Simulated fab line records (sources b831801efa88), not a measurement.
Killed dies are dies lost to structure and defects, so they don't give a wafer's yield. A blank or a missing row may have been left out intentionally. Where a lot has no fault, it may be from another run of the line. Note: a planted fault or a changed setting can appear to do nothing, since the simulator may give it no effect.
2 desks looking at one fault	flow gf180mcu	every desk sees just its own numbers, and what lay behind them comes last

THE TOOL OWNER'S DESK: pvd_sputter-03
The tool's own readings at GF_M3_SPUTTER_00 (material Ti, target thk 37.5 nm, time 150 s): means of the sampled wafers that have a number, for each lot that ran on this tool. Marked OUT: a lot whose mean sits more than 4 standard deviations from the usual mean, which makes it out of limits; the brackets give that distance.
Columns: A = cathode_dc_power_W at GF_M3_SPUTTER_00, usual 4000.1 W; B = throttle_valve_pct at GF_M3_SPUTTER_00, usual 29.7 %
lot	first seen here	A	B
L965	day 21 22:20	4000.6	29.4
L975	day 25 06:50	3096.9 (-99 or more) OUT	28.9
L980	day 26 22:53	3095.8 (-99 or more) OUT	29.3
This desk's verdict: out of limits on L975, L980, starting with L975 at day 25 06:50 (cathode_dc_power_W at GF_M3_SPUTTER_00). L965 stayed within limits.

METROLOGY DESK
What the gauges read, lot by lot, whatever tool the lot ran on: means of the sampled wafers that have a number. Marked OUT: a lot whose mean sits more than 4 standard deviations from the usual mean, which makes it out of limits; the brackets give that distance.
Columns: A = V2_OVL at GF_V2_OVL_MEAS_15, usual 1 nm; B = V2_W_RS at GF_V2_RS_MEAS_24, usual 0.328 ohm/sq; C = V2_W_THK at GF_V2_THK_MEAS_25, usual 349 nm
lot	first seen here	A	B	C
L965	day 21 20:49	0	0.327	350
L969	day 23 09:01	2	0.329	342
L975	day 25 05:28	-5	0.332	350
L980	day 26 21:09	1	0.334	346
L981	day 27 01:18	2	0.328	343
L982	day 27 05:47	6	0.327	348
Result from this desk: across the 6 lots, nothing is out of limits.

TAKEN TOGETHER
An alarm could have come from the tool owner's desk at day 25 06:50, on L975, L980.
The metrology desk saw nothing out of limits.
The metrology desk has L975, L980 on record, within its limits.
The lots listed all ran GF_M3_SPUTTER_00 on pvd_sputter-03.

WHAT HAD BEEN PUT IN BY THE SIMULATOR
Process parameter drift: pvd_sputter-03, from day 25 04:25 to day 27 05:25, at GF_M3_SPUTTER_00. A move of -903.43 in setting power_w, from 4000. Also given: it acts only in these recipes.
Lots struck among those shown: L975, L980.
How many hours passed from the start of the fault until each desk's first out-of-limits reading: the tool owner's desk, 2.
